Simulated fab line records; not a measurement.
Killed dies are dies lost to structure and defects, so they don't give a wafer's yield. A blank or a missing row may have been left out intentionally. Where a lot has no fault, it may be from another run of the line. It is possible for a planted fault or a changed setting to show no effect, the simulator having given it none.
8D (eight disciplines) problem report, filled in by code || flow gf180mcu || the parts of the form that need people (team, actions taken, sign-off) are left out

## 1. PROBLEM STATEMENT
Across 3 wafers from 3 lots, V3_CVD_02_THK at GF_V3_THK_MEAS_03 averages 737 nm, while fault-free wafers read 847 nm with a standard deviation of 14. Measured from the usual mean, that is -7.9 standard deviations.
Earliest sighting: wafer L297.3 on film metro-04 at day 23 02:15. The record holds 33 wafers of 11 lots with a number at this step. Rule for "out", or "out of limits": more than 4 standard deviations from the usual mean. The other wafers with a number count as sound.

## 2. WHAT IT IS; WHAT IT IS NOT
{"question": "which readings at this step", "is": "V3_CVD_02_THK", "is not": "-"}
{"question": "which lots", "is": "L297, L298, L299", "is not": "L294, L295, L306, L307, L311, L312, L313, L315"}
{"question": "which wafers of those lots", "is": "L297.3, L298.1, L299.3", "is not": "L297.1, L297.6, L298.4, L298.6, L299.1, L299.6"}
{"question": "read on which gauges", "is": "film metro-04", "is not": "film metro-02, film metro-03"}
{"question": "when", "is": "from day 23 02:15", "is not": "up to then (8 sound wafers); but 22 sound wafers of L298, L299, L306, L307, L311, L312, L313, L315 came after"}

## 3. SUSPECTS, AND WHAT RULES EACH OUT
Counting: if a tool at a process step up to the reading ran every lot that is out, it stays a suspect. Sound lots after the first of them don't rule it out here, since some wafers of a struck lot are sound.
- the gauge at GF_V3_THK_MEAS_03: ruled out. All the wafers that are out were read on film metro-04, but those of them that GF_V3_CVD_02 has rows for are out there too, on other tools.
- pecvd-02 at GF_V3_CVD_02 (deposits SiO2 from TEOS, target thk 850 nm, time 94.851 s): kept. Every lot that is out went through it, the first being L297 (day 23 02:11); the last sound lot it ran before that was L295 (day 22 15:46). Out on those wafers are its own readings of run length s.
- Within pecvd-02 at GF_V3_CVD_02: the wafers that are out ran in chamber 2; their sound lot-mates ran in chambers 0, 1.
The count leaves pecvd-02 at GF_V3_CVD_02.

## 4. THE CAUSE (what the simulator had put in)
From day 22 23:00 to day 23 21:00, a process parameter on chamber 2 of pecvd-02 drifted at GF_V3_CVD_02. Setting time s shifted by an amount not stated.
After counting, this tool was the only one left.

## 5. THE EFFECT CHAIN, in route order
One row per reading whose mean, taken over the struck wafers that have a number, lies over 3 standard deviations from the usual. Scope: only readings with a usual standard deviation given in the record; hours: median across lots of the time from each lot's start at the first step in this table that gives one to its start at this step; sigmas: change in usual standard deviations.
{"hours": 0, "step": "GF_V3_CVD_02", "reading": "run length s", "usual": "122.7 s", "on struck wafers": 112.3, "change": -10.4, "sigmas": -18}
{"hours": 0, "step": "GF_V3_THK_MEAS_03", "reading": "V3_CVD_02_THK", "usual": "847 nm", "on struck wafers": 737, "change": -110, "sigmas": -7.9}
{"hours": 4, "step": "GF_V3_CMP_04", "reading": "time to endpoint s", "usual": "80 s", "on struck wafers": 38, "change": -42, "sigmas": -6.3}
Here are the process steps it includes:
- GF_V3_CVD_02: deposits SiO2 from TEOS, target thk 850 nm, time 94.851 s.
- GF_V3_CMP_04: polishes SiO2.

## 6. WHAT WOULD HAVE CAUGHT IT SOONER
The first out-of-limits reading at a measuring or inspecting step in this record came at day 23 02:15, 3 hours after the fault's start at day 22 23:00.
The tool's own readings at GF_V3_CVD_02 were out on every struck wafer that the step has a row for (run length s): an alarm limit on them would have fired on the first of those.
Of the lots that are out (3), L298, L299 began GF_V3_CVD_02 on pecvd-02 after day 23 02:15. A hold on the tool at that time would have spared those 2.
